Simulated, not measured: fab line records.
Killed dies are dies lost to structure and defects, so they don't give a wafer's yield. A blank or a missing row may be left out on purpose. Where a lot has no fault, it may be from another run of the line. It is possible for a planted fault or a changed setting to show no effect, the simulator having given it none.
Lot-split experiment || flow sky130 || 23 wafers read across 5 lots, on a route 708 steps long

== THE SPLIT ITSELF ==
At SKY_NWELL_SOFTBAKE_19, the setting temp_c was moved away from the recipe's 110 C on 6 of the 23 wafers read, by +2.5% to +3.2%. All remaining wafers had this setting at the recipe value.

The reading is taken at the split's own step.

== THE READING ==
In nm, at SKY_NWELL_SOFTBAKE_19: coat_of_NWELL_COAT_18.thk_nm, which is the simulator's own figure and was read by no gauge. No usual value for it is given in the file. The 17 wafers here that ran the recipe average 2998 nm, standard deviation 11 nm.

{"wafer": "L077.1", "tool, chamber at the split": "litho_track-02, 0", "temp_c as run, C": 110, "against the recipe": "recipe", "coat_of_NWELL_COAT_18.thk_nm, nm": 3021, "against lot-mates on the recipe": "-"}
{"wafer": "L077.4", "tool, chamber at the split": "litho_track-02, 0", "temp_c as run, C": 110, "against the recipe": "recipe", "coat_of_NWELL_COAT_18.thk_nm, nm": 3013, "against lot-mates on the recipe": "-"}
{"wafer": "L077.6", "tool, chamber at the split": "litho_track-02, 0", "temp_c as run, C": 110, "against the recipe": "recipe", "coat_of_NWELL_COAT_18.thk_nm, nm": 3016, "against lot-mates on the recipe": "-"}
{"wafer": "L078.1", "tool, chamber at the split": "litho_track-01, 0", "temp_c as run, C": 110, "against the recipe": "recipe", "coat_of_NWELL_COAT_18.thk_nm, nm": 2981, "against lot-mates on the recipe": "-"}
{"wafer": "L078.2", "tool, chamber at the split": "litho_track-01, 0", "temp_c as run, C": 110, "against the recipe": "recipe", "coat_of_NWELL_COAT_18.thk_nm, nm": 2985, "against lot-mates on the recipe": "-"}
{"wafer": "L078.4", "tool, chamber at the split": "litho_track-01, 0", "temp_c as run, C": 113, "against the recipe": "+2.7%", "coat_of_NWELL_COAT_18.thk_nm, nm": 2966, "against lot-mates on the recipe": -15}
{"wafer": "L078.5", "tool, chamber at the split": "litho_track-01, 0", "temp_c as run, C": 113, "against the recipe": "+2.7%", "coat_of_NWELL_COAT_18.thk_nm, nm": 2962, "against lot-mates on the recipe": -19}
{"wafer": "L078.6", "tool, chamber at the split": "litho_track-01, 0", "temp_c as run, C": 110, "against the recipe": "recipe", "coat_of_NWELL_COAT_18.thk_nm, nm": 2976, "against lot-mates on the recipe": "-"}
{"wafer": "L081.1", "tool, chamber at the split": "litho_track-02, 0", "temp_c as run, C": 113.5, "against the recipe": "+3.2%", "coat_of_NWELL_COAT_18.thk_nm, nm": 2970, "against lot-mates on the recipe": -25}
{"wafer": "L081.2", "tool, chamber at the split": "litho_track-02, 0", "temp_c as run, C": 113.5, "against the recipe": "+3.2%", "coat_of_NWELL_COAT_18.thk_nm, nm": 2967, "against lot-mates on the recipe": -28}
{"wafer": "L081.3", "tool, chamber at the split": "litho_track-02, 0", "temp_c as run, C": 110, "against the recipe": "recipe", "coat_of_NWELL_COAT_18.thk_nm, nm": 2996, "against lot-mates on the recipe": "-"}
{"wafer": "L081.5", "tool, chamber at the split": "litho_track-02, 0", "temp_c as run, C": 110, "against the recipe": "recipe", "coat_of_NWELL_COAT_18.thk_nm, nm": 2996, "against lot-mates on the recipe": "-"}
{"wafer": "L081.4", "tool, chamber at the split": "litho_track-02, 0", "temp_c as run, C": 110, "against the recipe": "recipe", "coat_of_NWELL_COAT_18.thk_nm, nm": 2994, "against lot-mates on the recipe": "-"}
{"wafer": "L082.2", "tool, chamber at the split": "litho_track-01, 0", "temp_c as run, C": 110, "against the recipe": "recipe", "coat_of_NWELL_COAT_18.thk_nm, nm": 3002, "against lot-mates on the recipe": "-"}
{"wafer": "L082.3", "tool, chamber at the split": "litho_track-01, 0", "temp_c as run, C": 110, "against the recipe": "recipe", "coat_of_NWELL_COAT_18.thk_nm, nm": 2995, "against lot-mates on the recipe": "-"}
{"wafer": "L082.4", "tool, chamber at the split": "litho_track-01, 0", "temp_c as run, C": 110, "against the recipe": "recipe", "coat_of_NWELL_COAT_18.thk_nm, nm": 2998, "against lot-mates on the recipe": "-"}
{"wafer": "L082.5", "tool, chamber at the split": "litho_track-01, 0", "temp_c as run, C": 110, "against the recipe": "recipe", "coat_of_NWELL_COAT_18.thk_nm, nm": 2992, "against lot-mates on the recipe": "-"}
{"wafer": "L082.6", "tool, chamber at the split": "litho_track-01, 0", "temp_c as run, C": 110, "against the recipe": "recipe", "coat_of_NWELL_COAT_18.thk_nm, nm": 2999, "against lot-mates on the recipe": "-"}
{"wafer": "L083.1", "tool, chamber at the split": "litho_track-02, 0", "temp_c as run, C": 110, "against the recipe": "recipe", "coat_of_NWELL_COAT_18.thk_nm, nm": 2997, "against lot-mates on the recipe": "-"}
{"wafer": "L083.3", "tool, chamber at the split": "litho_track-02, 0", "temp_c as run, C": 110, "against the recipe": "recipe", "coat_of_NWELL_COAT_18.thk_nm, nm": 3007, "against lot-mates on the recipe": "-"}
{"wafer": "L083.4", "tool, chamber at the split": "litho_track-02, 0", "temp_c as run, C": 112.7, "against the recipe": "+2.5%", "coat_of_NWELL_COAT_18.thk_nm, nm": 2982, "against lot-mates on the recipe": -20}
{"wafer": "L083.5", "tool, chamber at the split": "litho_track-02, 0", "temp_c as run, C": 110, "against the recipe": "recipe", "coat_of_NWELL_COAT_18.thk_nm, nm": 3003, "against lot-mates on the recipe": "-"}
{"wafer": "L083.6", "tool, chamber at the split": "litho_track-02, 0", "temp_c as run, C": 112.7, "against the recipe": "+2.5%", "coat_of_NWELL_COAT_18.thk_nm, nm": 2981, "against lot-mates on the recipe": -21}

THE FIT
A straight line over all 23 wafers: coat_of_NWELL_COAT_18.thk_nm changes by -9.75 nm for each +1% of temp_c; r = -0.76; the points scatter about the line by 11 nm.
The same after taking each lot's own level away (the mean of its wafers on the recipe; 23 wafers): -7.72 nm for each +1%; r = -0.94; scatter 3.5 nm.
According to that fit, moving temp_c by its largest amount changes the reading by 25 nm.
Measured against the standard deviation above, the lots' own levels, which go from 2980.7 to 3016.7 nm, span 3.2 times it.
So the lot-to-lot level blurs the effect unless lot-mates are compared.
Check: -24.3 nm against its lot-mates is what the line predicts for one of the wafers moved furthest among these (+3.2%) when that wafer is left out of the fit. It came out at -25.3 nm against them.

== OTHER SPLITS APPLIED TO THESE WAFERS ==
Note: prior to the reading, these wafers also went through further splits. Each is held against what the fit with the lots' levels taken away leaves over:
{"other split on the same wafers": "SKY_FIELD_ISO_CVD_03 temp_c", "wafers away from the commonest value": 18, "r with coat_of_NWELL_COAT_18.thk_nm (lot level and that fit taken away)": -0.26}
{"other split on the same wafers": "SKY_FIELD_ISO_DEVELOP_12 develop_time_s", "wafers away from the commonest value": 8, "r with coat_of_NWELL_COAT_18.thk_nm (lot level and that fit taken away)": -0.14}
{"other split on the same wafers": "SKY_DNWELL_COAT_02 resist_thk_nm", "wafers away from the commonest value": 9, "r with coat_of_NWELL_COAT_18.thk_nm (lot level and that fit taken away)": "+0.20"}
{"other split on the same wafers": "SKY_DNWELL_DEVELOP_06 dev_temp_c", "wafers away from the commonest value": 11, "r with coat_of_NWELL_COAT_18.thk_nm (lot level and that fit taken away)": "+0.01"}
{"other split on the same wafers": "SKY_NWELL_SOFTBAKE_06 temp_c", "wafers away from the commonest value": 6, "r with coat_of_NWELL_COAT_18.thk_nm (lot level and that fit taken away)": -0.10}
{"other split on the same wafers": "SKY_NWELL_IMPLANT_11 dose_cm2", "wafers away from the commonest value": 5, "r with coat_of_NWELL_COAT_18.thk_nm (lot level and that fit taken away)": "+0.08"}

== THE WHOLE CHAIN: every reading that the file lists as answering this split, in the file's order ==
{"step": "SKY_NWELL_SOFTBAKE_19", "what it does": "", "reading": "coat_of_NWELL_COAT_18.thk_nm (the simulator's own value, which no gauge read)", "change (the file's fit)": "-7.64 nm for each +1% of the setting", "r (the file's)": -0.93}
{"step": "SKY_NWELL_STRIP_25", "what it does": "strips in O2/N2", "reading": "strip_time_to_endpoint_s", "change (the file's fit)": "withheld for each +1% of the setting", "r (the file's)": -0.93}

== FILE'S OWN FIT ==
coat_of_NWELL_COAT_18.thk_nm changes by -7.64 nm for each +1% of temp_c, r = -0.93.
